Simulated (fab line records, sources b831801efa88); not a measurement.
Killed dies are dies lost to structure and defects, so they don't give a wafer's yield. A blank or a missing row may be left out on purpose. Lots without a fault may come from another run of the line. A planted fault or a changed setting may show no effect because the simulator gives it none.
Which tool did it? | flow sky130 | 6 lots, 18 wafers sampled, at 1 step of a route of 708

WHAT THE GAUGES READ, wafer by wafer
SKY_VIA2_BOW_MEAS_03.
lot  | measured     | on            | VIA2_BOW (um)
L177 | day 35 23:42 | film_metro-04 | 85 90 90
L180 | day 36 20:40 | film_metro-01 | 83 91 85
L189 | day 39 17:50 | film_metro-01 | 98 81 89
L192 | day 40 17:06 | film_metro-04 | 78 84 83
L196 | day 41 16:21 | film_metro-04 | 99 89 92
L198 | day 42 11:43 | film_metro-02 | 105 99 89

WHICH TOOL RAN EACH LOT (tool, then ch and the chambers of the sampled wafers, then the start)
The record holds no process step before these readings.

THE ANSWER, worked out from the rows above alone
Rule: what is usual is taken from the lots themselves. Put in order of their means at a reading, lots are off if they are a third of the lots or fewer, leave a main group of 4 or more, and stand apart from it by a gap of 3 or more times the standard deviation of the main group's means; of several such gaps the widest counts. A main group whose means are all the same, to the digits that the tables above print for the reading, isn't used. A lot without any number at a reading at which 4 lots or more have one is off too. The other lots that the step has rows for count as sound.
No lot is off at any reading shown: from this, nothing can be told.

WHAT THE SIMULATOR HAD PUT IN
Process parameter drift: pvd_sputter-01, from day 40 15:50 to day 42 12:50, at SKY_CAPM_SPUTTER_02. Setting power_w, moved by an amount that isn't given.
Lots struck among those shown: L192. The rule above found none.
